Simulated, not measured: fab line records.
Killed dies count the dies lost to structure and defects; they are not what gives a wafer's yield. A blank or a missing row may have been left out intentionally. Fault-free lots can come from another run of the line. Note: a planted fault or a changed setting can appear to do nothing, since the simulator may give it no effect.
fab line records -- flow sky130
record: lots: 14, wafers: 42, last-day: 50
route steps=708 shown VT_ADJUST_NCORE@130 VT_ADJUST_PCH@145 SONOS_TUNNEL@166 SONOS_ONO@183
lots with no fault: from the same line, run without faults
start-h: start of the lot's first displayed wafer, in hours after the record's first day -- wait-h: hours since the lot's step before -- " repeats the value in the row above -- L1.1+2: several wafers, shown together as one row -- - no value present, or no start provided -- * or withheld: withheld -- < > ~ a bound
route shown NAME@n: names a module that has steps shown in the file, with the first one's number in the route -- usual: mean/standard deviation taken from wafers without a fault -- same: alike in all rows -- chamber/n: place in a boat -- sites: each site's reading -- _std_site: their standard deviation -- _edge_site: inner sites' mean taken away from outer sites' mean -- radius-mm: for every site, how far away it sits from the centre of the wafer -- mask NAME#n: copy n -- behind: the tool/chamber that last shaped the wafer -- hold: why the lot was held/for how many hours/how that ended -- device: the n, p or np transistor that did not switch -- end of line: the same wafers' tests at the end of the route -- for a step that has no rows: nothing shown but its recipe -- killed: dies that structure and defects cost at the first sort, which is not the same as the wafer's yield -- map: shows each die of a wafer: x if killed, . if not, _ if none is there
set.NAME: the run value of the setting; set.NAME@STEP: its run value at that earlier step -- model.NAME: the simulator's own value behind a step, which no gauge read
route steps across a sampled set of lots; one table per step, one row per wafer
services: the hour from which a tool's chamber was out of use, counted from the record's first day as start-h (under 0 if before that day), plus the number of hours and why
== steps ==
step: SKY_VT_ADJUST_NCORE_TW_MEAS_11
usual: VT_ADJUST_NCORE_TW: 217/3.9
lot.wafer,tool,chamber,start-h,wait-h,VT_ADJUST_NCORE_TW
L875.1,film-metro-01,-,185.64,0.1,217
L875.2,film-metro-01,-,185.64,0.1,215
L875.5,film-metro-01,-,185.64,0.1,217
L876.2,film-metro-02,-,191.95,0.1,214
L876.3,film-metro-02,-,191.95,0.1,213
L876.4,film-metro-02,-,191.95,0.1,214
L878.2,film-metro-03,-,209.60,0.1,225
L878.3,film-metro-03,-,209.60,0.1,223
L878.5,film-metro-03,-,209.60,0.1,224
L880.2,film-metro-01,-,217.20,0.1,219
L880.4,film-metro-01,-,217.20,0.1,218
L880.5,film-metro-01,-,217.20,0.1,216
L879.2,film-metro-03,-,217.20,0.1,222
L879.3,film-metro-03,-,217.20,0.1,221
L879.5,film-metro-03,-,217.20,0.1,221
L882.3,film-metro-02,-,231.64,0.1,214
L882.4,film-metro-02,-,231.64,0.1,215
L882.6,film-metro-02,-,231.64,0.1,216
L890.2,film-metro-02,-,291.20,0.1,216
L890.5,film-metro-02,-,291.20,0.1,214
L890.6,film-metro-02,-,291.20,0.1,215
L891.1,film-metro-01,-,297.75,0.1,216
L891.4,film-metro-01,-,297.75,0.1,215
L891.5,film-metro-01,-,297.75,0.1,215
L892.2,film-metro-03,-,301.46,0.1,223
L892.4,film-metro-03,-,301.46,0.1,224
L892.6,film-metro-03,-,301.46,0.1,224
L894.1,film-metro-03,-,324.45,0.1,222
L894.2,film-metro-03,-,324.45,0.1,222
L894.6,film-metro-03,-,324.45,0.1,223
L895.2,film-metro-02,-,325.91,0.1,214
L895.3,film-metro-02,-,325.91,0.1,214
L895.5,film-metro-02,-,325.91,0.1,214
L896.1,film-metro-02,-,335.30,0.1,215
L896.3,film-metro-02,-,335.30,0.1,214
L896.5,film-metro-02,-,335.30,0.1,213
L897.1,film-metro-01,-,337.48,0.1,215
L897.5,film-metro-01,-,337.48,0.1,214
L897.6,film-metro-01,-,337.48,0.1,214
L898.2,film-metro-02,-,343.61,0.1,216
L898.3,film-metro-02,-,343.61,0.1,215
L898.4,film-metro-02,-,343.61,0.1,216
step: SKY_VT_ADJUST_PCH_COAT_02
recipe: spin-rpm: 2000, resist-thk-nm: 3000
usual: chill-plate-temp-C: 22.98/0.1, dispense-pressure-kPa: 49.3/1.8
lot.wafer,tool,chamber,start-h,wait-h,chill-plate-temp-C,dispense-pressure-kPa
L875.1,litho-track-02,0,215.83,0.1,23.10,51.3
L875.2,litho-track-02,0,215.83,0.1,22.93,51.4
L875.5,litho-track-02,0,215.83,0.1,23.03,51.3
L876.2,litho-track-03,0,223.43,0.1,23.08,49.9
L876.3,litho-track-03,0,223.43,0.1,23.03,49.9
L876.4,litho-track-03,0,223.43,0.1,23.05,49.9
L878.2,litho-track-01,0,243.22,0.1,23.07,47.3
L878.3,litho-track-01,0,243.22,0.1,23.07,47.2
L878.5,litho-track-01,0,243.22,0.1,22.98,47.3
L880.2,litho-track-02,0,251.31,0.1,22.89,51.4
L880.4,litho-track-02,0,251.31,0.1,22.79,51.3
L880.5,litho-track-02,0,251.31,0.1,22.84,51.4
L879.2,litho-track-03,0,251.33,0.1,23.03,49.9
L879.3,litho-track-03,0,251.33,0.1,23.10,49.9
L879.5,litho-track-03,0,251.33,0.1,23.02,49.9
L882.3,litho-track-03,0,266.85,0.1,22.82,50.0
L882.4,litho-track-03,0,266.85,0.1,22.81,50.0
L882.6,litho-track-03,0,266.85,0.1,22.94,49.9
L890.2,litho-track-03,-,329.48,0.1,-,-
L890.5,litho-track-03,-,329.48,0.1,-,-
L890.6,litho-track-03,-,329.48,0.1,-,-
L891.1,litho-track-03,-,337.55,0.1,-,-
L891.4,litho-track-03,-,337.55,0.1,-,-
L891.5,litho-track-03,-,337.55,0.1,-,-
L892.2,litho-track-01,0,340.77,0.1,23.08,47.4
L892.4,litho-track-01,0,340.77,0.1,22.94,47.4
L892.6,litho-track-01,0,340.77,0.1,22.90,47.3
L894.1,litho-track-03,0,364.50,0.1,23.01,49.9
L894.2,litho-track-03,0,364.50,0.1,23.01,49.9
L894.6,litho-track-03,0,364.50,0.1,22.92,49.9
L895.2,litho-track-02,0,366.06,0.1,22.95,51.3
L895.3,litho-track-02,0,366.06,0.1,23.10,51.3
L895.5,litho-track-02,0,366.06,0.1,23.09,51.4
L896.1,litho-track-01,0,375.90,0.1,22.81,47.4
L896.3,litho-track-01,0,375.90,0.1,22.74,47.4
L896.5,litho-track-01,0,375.90,0.1,22.86,47.4
L897.1,litho-track-02,0,378.13,0.1,22.80,51.3
L897.5,litho-track-02,0,378.13,0.1,22.93,51.3
L897.6,litho-track-02,0,378.13,0.1,23.07,51.3
L898.2,litho-track-01,0,384.37,0.1,23.14,47.4
L898.3,litho-track-01,0,384.37,0.1,23.04,47.4
L898.4,litho-track-01,0,384.37,0.1,22.99,47.3
step: SKY_VT_ADJUST_PCH_OVL_MEAS_07
usual: VT_ADJUST_PCH_OVL: 0.6/1.3
lot.wafer,tool,chamber,start-h,wait-h,VT_ADJUST_PCH_OVL[nm]
L875.1,overlay-02,-,227.60,-,-1.6
L875.2,overlay-02,-,227.60,-,-0.8
L875.5,overlay-02,-,227.60,-,-1.9
L876.2,overlay-02,-,234.54,-,0.3
L876.3,overlay-02,-,234.54,-,2.1
L876.4,overlay-02,-,234.54,-,1.5
L878.2,overlay-02,-,255.40,-,-1.0
L878.3,overlay-02,-,255.40,-,-0.7
L878.5,overlay-02,-,255.40,-,-1.5
L880.2,overlay-01,-,263.30,-,0.7
L880.4,overlay-01,-,263.30,-,1.8
L880.5,overlay-01,-,263.30,-,0.9
L879.2,overlay-01,-,263.81,-,0.2
L879.3,overlay-01,-,263.81,-,-0.1
L879.5,overlay-01,-,263.81,-,0.3
L882.3,overlay-01,-,279.69,-,0.1
L882.4,overlay-01,-,279.69,-,1.2
L882.6,overlay-01,-,279.69,-,-0.2
L890.2,overlay-02,-,343.16,-,-
L890.5,overlay-02,-,343.16,-,-
L890.6,overlay-02,-,343.16,-,-
L891.1,overlay-01,-,350.93,-,-
L891.4,overlay-01,-,350.93,-,-
L891.5,overlay-01,-,350.93,-,-
L892.2,overlay-01,-,354.76,-,1.0
L892.4,overlay-01,-,354.76,-,1.1
L892.6,overlay-01,-,354.76,-,1.1
L894.1,overlay-02,-,378.63,-,-0.4
L894.2,overlay-02,-,378.63,-,0.2
L894.6,overlay-02,-,378.63,-,0.0
L895.2,overlay-01,-,380.20,-,-0.8
L895.3,overlay-01,-,380.20,-,0.7
L895.5,overlay-01,-,380.20,-,-0.1
L896.1,overlay-01,-,390.38,-,1.3
L896.3,overlay-01,-,390.38,-,1.4
L896.5,overlay-01,-,390.38,-,2.2
L897.1,overlay-01,-,393.00,-,-1.1
L897.5,overlay-01,-,393.00,-,0.4
L897.6,overlay-01,-,393.00,-,2.0
L898.2,overlay-02,-,398.76,-,-0.5
L898.3,overlay-02,-,398.76,-,0.1
L898.4,overlay-02,-,398.76,-,0.3
step: SKY_SONOS_TUNNEL_TW_MEAS_12
usual: SONOS_TUNNEL_TW: 198/3.2
lot.wafer,tool,chamber,start-h,wait-h,SONOS_TUNNEL_TW
L875.1,film-metro-02,-,250.32,0.0,193
L875.2,film-metro-02,-,250.32,0.0,194
L875.5,film-metro-02,-,250.32,0.0,193
L876.2,film-metro-04,-,258.91,0.0,201
L876.3,film-metro-04,-,258.91,0.0,201
L876.4,film-metro-04,-,258.91,0.0,203
L878.2,film-metro-04,-,280.22,0.0,201
L878.3,film-metro-04,-,280.22,0.0,201
L878.5,film-metro-04,-,280.22,0.0,202
L880.2,film-metro-04,-,289.17,0.0,201
L880.4,film-metro-04,-,289.17,0.0,201
L880.5,film-metro-04,-,289.17,0.0,201
L879.2,film-metro-04,-,290.11,0.0,200
L879.3,film-metro-04,-,290.11,0.0,200
L879.5,film-metro-04,-,290.11,0.0,201
L882.3,film-metro-04,-,304.64,0.0,200
L882.4,film-metro-04,-,304.64,0.0,199
L882.6,film-metro-04,-,304.64,0.0,200
L890.2,film-metro-04,-,370.33,0.0,216
L890.5,film-metro-04,-,370.33,0.0,216
L890.6,film-metro-04,-,370.33,0.0,216
L891.1,film-metro-02,-,379.51,0.0,208
L891.4,film-metro-02,-,379.51,0.0,208
L891.5,film-metro-02,-,379.51,0.0,208
L892.2,film-metro-04,-,382.39,0.0,201
L892.4,film-metro-04,-,382.39,0.0,201
L892.6,film-metro-04,-,382.39,0.0,200
L894.1,film-metro-04,-,409.01,0.0,201
L894.2,film-metro-04,-,409.01,0.0,201
L894.6,film-metro-04,-,409.01,0.0,201
L895.2,film-metro-04,-,410.10,0.0,202
L895.3,film-metro-04,-,410.10,0.0,201
L895.5,film-metro-04,-,410.10,0.0,200
L896.1,film-metro-04,-,420.67,0.0,202
L896.3,film-metro-04,-,420.67,0.0,201
L896.5,film-metro-04,-,420.67,0.0,201
L897.1,film-metro-04,-,424.02,0.0,200
L897.5,film-metro-04,-,424.02,0.0,201
L897.6,film-metro-04,-,424.02,0.0,201
L898.2,film-metro-03,-,429.03,0.0,200
L898.3,film-metro-03,-,429.03,0.0,199
L898.4,film-metro-03,-,429.03,0.0,200
step: SKY_SONOS_ONO_ETCH_15
recipe: target-depth-nm: 19.52, chemistry: CHF3/O2, source-w: 600, bias-w: 200, pressure-mtorr: 40, chf3-flow-sccm: 50, O2_flow_sccm: 5, time-s: 7.8
usual: chf3-flow-sccm: 50.01/0.14, drypump-motor-current-A: 5.7/0.45, oes-product-au: 1.004/0.014, throttle-valve-pct: 8.826/0.0086
lot.wafer,tool,chamber,start-h,wait-h,chf3-flow-sccm,drypump-motor-current-A,oes-product-au,rf-hours-counter-h,throttle-valve-pct
L875.1,rie-diel-01,1,282.15,0.0,50.13,5.3,1.002,3,8.815
L875.2,rie-diel-01,0,282.15,0.0,49.89,5.3,1.010,96,8.825
L875.5,rie-diel-01,0,282.15,0.0,49.91,5.3,1.017,-,8.839
L876.2,rie-diel-04,1,289.03,0.0,49.99,6.2,1.016,11,8.831
L876.3,rie-diel-04,0,289.03,0.0,49.79,5.7,1.006,1,8.829
L876.4,rie-diel-04,0,289.03,0.0,49.73,5.7,1.007,-,8.827
L878.2,rie-diel-01,3,312.18,0.0,50.01,5.1,1.013,54,8.826
L878.3,rie-diel-01,0,312.18,0.0,49.98,5.3,1.015,96,8.841
L878.5,rie-diel-01,1,312.18,0.0,49.89,5.3,1.000,-,8.827
L880.2,rie-diel-02,3,319.29,0.0,49.99,5.6,0.983,64,8.818
L880.4,rie-diel-02,2,319.29,0.0,50.15,5.3,1.015,74,8.836
L880.5,rie-diel-02,1,319.29,0.0,49.93,5.5,0.987,-,8.817
L879.2,rie-diel-02,2,325.53,0.0,50.06,5.3,1.009,74,8.824
L879.3,rie-diel-02,0,325.53,0.0,49.75,6.4,1.010,121,8.833
L879.5,rie-diel-02,3,325.53,0.0,50.10,5.7,0.987,-,8.825
L882.3,rie-diel-04,3,335.03,0.0,49.86,5.8,0.995,78,8.821
L882.4,rie-diel-04,1,335.03,0.0,49.93,6.3,1.006,12,8.832
L882.6,rie-diel-04,0,335.03,0.0,49.88,5.7,1.007,-,8.823
L890.2,rie-diel-02,3,409.38,0.0,49.99,5.7,0.994,65,8.819
L890.5,rie-diel-02,0,409.38,0.0,49.83,6.3,1.020,-,8.832
L890.6,rie-diel-02,3,409.38,0.0,50.02,5.7,0.994,-,8.821
L891.1,rie-diel-01,2,413.53,0.0,49.96,6.4,1.012,99,8.840
L891.4,rie-diel-01,1,413.53,0.0,50.24,5.3,0.994,-,8.823
L891.5,rie-diel-01,2,413.53,0.0,49.99,6.4,1.000,-,8.822
L892.2,rie-diel-01,1,417.74,0.0,49.68,5.3,1.010,6,8.829
L892.4,rie-diel-01,3,417.74,0.0,49.95,5.1,1.014,56,8.834
L892.6,rie-diel-01,2,417.74,0.0,50.03,6.3,1.011,-,8.832
L895.2,rie-diel-01,1,445.60,0.0,50.00,5.3,1.017,6,8.835
L895.3,rie-diel-01,3,445.60,0.0,50.11,5.1,1.013,56,8.832
L895.5,rie-diel-01,1,445.60,0.0,50.36,5.3,1.018,-,8.825
L894.1,rie-diel-02,1,445.64,0.0,50.10,5.5,0.985,80,8.818
L894.2,rie-diel-02,0,445.64,0.0,49.78,6.3,1.025,1,8.830
L894.6,rie-diel-02,1,445.64,0.0,49.99,5.6,0.992,-,8.842
L896.1,rie-diel-02,3,459.70,0.0,50.01,5.7,0.996,66,8.813
L896.3,rie-diel-02,1,459.70,0.0,49.91,5.6,0.992,80,8.813
L896.5,rie-diel-02,3,459.70,0.0,50.00,5.7,0.991,-,8.825
L897.1,rie-diel-01,3,461.25,0.0,49.60,5.1,1.015,56,8.821
L897.5,rie-diel-01,1,461.25,0.0,50.15,5.3,0.988,-,8.820
L897.6,rie-diel-01,3,461.25,0.0,49.92,5.1,1.017,-,8.815
L898.2,rie-diel-01,3,464.29,0.0,50.24,5.1,1.016,56,8.822
L898.3,rie-diel-01,1,464.29,0.0,49.69,5.3,0.998,7,8.829
L898.4,rie-diel-01,2,464.29,0.0,49.85,6.4,0.986,-,8.830
step: SKY_SONOS_ONO_STRIP_17
recipe: chemistry: O2/N2, power-w: 1400, pressure-mtorr: 1500, platen-temp-c: withheld, o2-flow-sccm: 3000, n2-flow-sccm: 300, overash-fraction: 0.5
usual: drypump-motor-current-A: 5.7/0.35, oes-product-au: 0.710/0.0048, strip-time-to-endpoint-s: 14.10/0.046
lot.wafer,tool,chamber,start-h,wait-h,drypump-motor-current-A,oes-product-au,rf-hours-counter-h,strip-time-to-endpoint-s
L875.1,plasma-asher-02,1,282.26,0.0,5.8,0.702,63,14.07
L875.2,plasma-asher-02,0,282.26,0.0,5.6,0.712,63,14.05
L875.5,plasma-asher-02,0,282.26,0.0,5.6,0.717,-,14.04
L876.2,plasma-asher-03,1,289.14,0.0,6.0,0.705,51,14.10
L876.3,plasma-asher-03,0,289.14,0.0,5.0,0.710,-,14.12
L876.4,plasma-asher-03,1,289.14,0.0,6.0,0.705,-,14.09
L878.2,plasma-asher-02,0,312.29,0.0,5.6,0.706,66,14.10
L878.3,plasma-asher-02,1,312.29,0.0,5.8,0.713,-,14.11
L878.5,plasma-asher-02,0,312.29,0.0,5.6,0.704,-,14.10
L880.2,plasma-asher-03,1,319.40,0.0,6.0,0.704,54,14.09
L880.4,plasma-asher-03,0,319.40,0.0,5.1,0.713,-,14.07
L880.5,plasma-asher-03,0,319.40,0.0,5.1,0.709,-,14.05
L879.2,plasma-asher-04,1,325.64,0.0,5.6,0.710,13,14.01
L879.3,plasma-asher-04,1,325.64,0.0,5.7,0.717,-,14.01
L879.5,plasma-asher-04,0,325.64,0.0,6.0,0.711,-,14.03
L882.3,plasma-asher-03,1,335.17,0.0,6.0,0.697,-,14.21
L882.4,plasma-asher-03,0,335.17,0.0,5.1,0.698,-,14.17
L882.6,plasma-asher-03,1,335.17,0.0,6.0,0.711,-,14.18
L890.2,plasma-asher-03,1,409.49,0.0,6.0,0.720,63,14.10
L890.5,plasma-asher-03,0,409.49,0.0,5.1,0.704,-,14.07
L890.6,plasma-asher-03,1,409.49,0.0,6.0,0.709,-,14.08
L891.1,plasma-asher-04,1,413.64,0.0,5.7,0.716,22,14.07
L891.4,plasma-asher-04,1,413.64,0.0,5.7,0.706,-,14.09
L891.5,plasma-asher-04,1,413.64,0.0,5.7,0.699,-,14.04
L892.2,plasma-asher-02,0,417.84,0.0,5.6,0.712,76,14.14
L892.4,plasma-asher-02,0,417.84,0.0,5.6,0.705,-,14.16
L892.6,plasma-asher-02,0,417.84,0.0,5.6,0.709,-,14.10
L895.2,plasma-asher-03,0,445.71,0.0,5.1,0.711,66,14.09
L895.3,plasma-asher-03,1,445.71,0.0,6.0,0.707,-,14.12
L895.5,plasma-asher-03,0,445.71,0.0,5.1,0.711,-,14.10
L894.1,plasma-asher-02,1,445.75,0.0,5.8,0.711,1,14.12
L894.2,plasma-asher-02,0,445.75,0.0,5.6,0.711,1,14.17
L894.6,plasma-asher-02,0,445.75,0.0,5.6,0.718,-,14.12
L896.1,plasma-asher-02,1,459.81,0.0,5.8,0.704,3,14.06
L896.3,plasma-asher-02,1,459.81,0.0,5.8,0.704,-,14.06
L896.5,plasma-asher-02,0,459.81,0.0,5.6,0.710,-,14.08
L897.1,plasma-asher-03,0,461.44,0.0,5.0,0.711,68,14.06
L897.5,plasma-asher-03,1,461.44,0.0,6.0,0.704,-,14.06
L897.6,plasma-asher-03,0,461.44,0.0,5.0,0.711,-,14.09
L898.2,plasma-asher-04,1,464.39,0.0,5.7,0.703,27,14.04
L898.3,plasma-asher-04,0,464.39,0.0,6.0,0.713,-,14.10
L898.4,plasma-asher-04,1,464.39,0.0,5.7,0.708,-,14.08
== services ==
tool,chamber,start-h,hours,kind
rie-diel-04,0,224.03,3.4,repair
rie-diel-01,1,237.15,3.4,repair
plasma-asher-04,-,253.38,13.3,repair
rie-diel-04,3,253.74,6.7,repair
rie-diel-02,0,282.18,15.1,repair
plasma-asher-02,-,294.22,3.1,repair
rie-diel-04,3,294.63,3.6,repair
rie-diel-02,3,294.66,10.4,repair
rie-diel-02,3,306.28,9.0,repair
rie-diel-01,0,315.68,21.4,repair
plasma-asher-04,-,321.02,0.4,repair
rie-diel-02,0,330.45,-,clean
plasma-asher-04,-,352.44,2.8,pm
rie-diel-04,0,375.27,2.9,repair
rie-diel-01,2,383.39,4.2,repair
rie-diel-01,1,397.16,2.6,repair
rie-diel-01,3,399.01,16.0,repair
plasma-asher-02,-,421.25,9.0,pm
rie-diel-01,2,443.69,-,clean
rie-diel-01,2,443.69,13.7,scheduled-down
rie-diel-01,2,443.69,13.7,vent-cycle
rie-diel-01,0,457.35,-,clean
rie-diel-01,0,457.35,20.5,scheduled-down
rie-diel-01,0,457.35,20.5,vent-cycle
== key ==
first-sign: step: SKY_VT_ADJUST_PCH_COAT_02, reading: tool-record, direction: missing
effect: step: SKY_VT_ADJUST_PCH_OVL_MEAS_07, reading: VT_ADJUST_PCH_OVL, direction: missing
effect: step: SKY_SONOS_TUNNEL_TW_MEAS_12, reading: SONOS_TUNNEL_TW, direction: up, sigmas: 4.3, usual: 198, struck: 212
met-at SKY_VT_ADJUST_PCH_COAT_02
struck-lots L890,L891
sort-left-out L890.2,L890.5,L890.6,L891.1,L891.4,L891.5
tester-left-out L890,L891
not-acting-at SKY_VT_ADJUST_NCORE_TW_MEAS_11,SKY_SONOS_ONO_ETCH_15,SKY_SONOS_ONO_STRIP_17
onset-between 266.85 329.48
fault: kind: skipped-step-whole, tool: litho-track-03, chamber: -, onset-h: 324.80, steps: SKY_VT_ADJUST_PCH_COAT_02, scope: struck-lots-only
tester-left-out: of these lots the tester's yield and bins aren't shown, on N5 and GAA mostly nor the transistor test; their killed dies are dies lost to structure and defects alone, not to doping, threshold or leakage, so they don't give the yield
sort-left-out: the simulated sort isn't trusted on such a fault, so these wafers' sort isn't shown, and their yield isn't known
